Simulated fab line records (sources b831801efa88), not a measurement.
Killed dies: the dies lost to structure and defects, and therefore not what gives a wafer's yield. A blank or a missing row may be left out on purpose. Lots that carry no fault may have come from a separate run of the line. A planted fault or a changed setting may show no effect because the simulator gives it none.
8D (eight disciplines) problem report, filled in by code ; flow gf180mcu ; the parts of the form that need people (team, actions taken, sign-off) are left out

== 1. THE ISSUE ==
Wafers without a fault read 93.05 W, standard deviation 0.065; heater_power_total_W at GF_V3_SOFTBAKE_10 reads a mean of 94.09 W on 6 wafers belonging to 2 lots. That is +16 standard deviations from the usual mean.
The step: time 60 s.
Seen first at day 25 07:00 on litho_track-04, wafer L317.2. At this step, 36 wafers from 12 lots have a number in the record. Rule for "out", or "out of limits": more than 4 standard deviations from the usual mean. All remaining wafers that have a number are taken as sound.

== 2. WHAT IT IS AND WHAT IT IS NOT ==
question;is;is not
which readings at this step;heater_power_total_W, plate_temp_C;chill_plate_temp_C
which lots;L317, L320;L308, L309, L311, L312, L323, L324, L326, L328, L330, L331
which wafers of those lots;all that have a number;-
read on which tools;litho_track-04;litho_track-02, litho_track-03
when;from day 25 07:00;"up to then (12 sound wafers); but 18 sound wafers of L323, L324, L326, L328, L330, L331 came after"

== 3. SUSPECTS, AND WHAT RULES EACH OUT ==
Counting: a tool at any process step up to the reading remains a suspect when it ran all the lots that are out and ran no sound lot after the first of those.
- pvd_sputter-04 at GF_M3_SPUTTER_01 (material TiN, target thk 30 nm, time 25 s): ruled out as a lasting fault. The sound lots L323, L326, L330, L331 went through it after L317, its earliest lot that is out (day 23 20:20).
- litho_track-04 at GF_V3_SOFTBAKE_10 (time 60 s): kept. It ran every lot that is out, first L317 (day 25 07:00), and no sound lot after that. On those wafers its own readings are out: heater_power_total_W, plate_temp_C.
Left after counting: litho_track-04 at GF_V3_SOFTBAKE_10.

== 4. THE CAUSE (what the simulator had put in) ==
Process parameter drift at GF_V3_SOFTBAKE_10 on litho_track-04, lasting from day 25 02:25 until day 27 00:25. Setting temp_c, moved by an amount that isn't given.
This tool alone remained once counting was done.

== 5. SEQUENCE OF EFFECTS, ordered by route ==
Rows list readings where the struck wafers' mean (over those with a number) sits beyond 3 standard deviations from the usual. Scope: only readings with a usual standard deviation given in the record; hours: median across lots of the time from each lot's start at the first step in this table that gives one to its start at this step; sigmas: change in usual standard deviations.
hours;step;reading;usual;on struck wafers;change;sigmas
0;GF_V3_SOFTBAKE_10;heater_power_total_W;93.05 W;94.09;+1.05;+16
0;GF_V3_SOFTBAKE_10;plate_temp_C;130.05 C;131.13;+1.08;+7.7
Its process steps:
- GF_V3_SOFTBAKE_10: time 60 s.

== 6. HOW IT WOULD HAVE BEEN CAUGHT EARLIER ==
In this record no reading fell out of limits until day 25 07:00, 5 hours after the fault had begun at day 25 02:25.
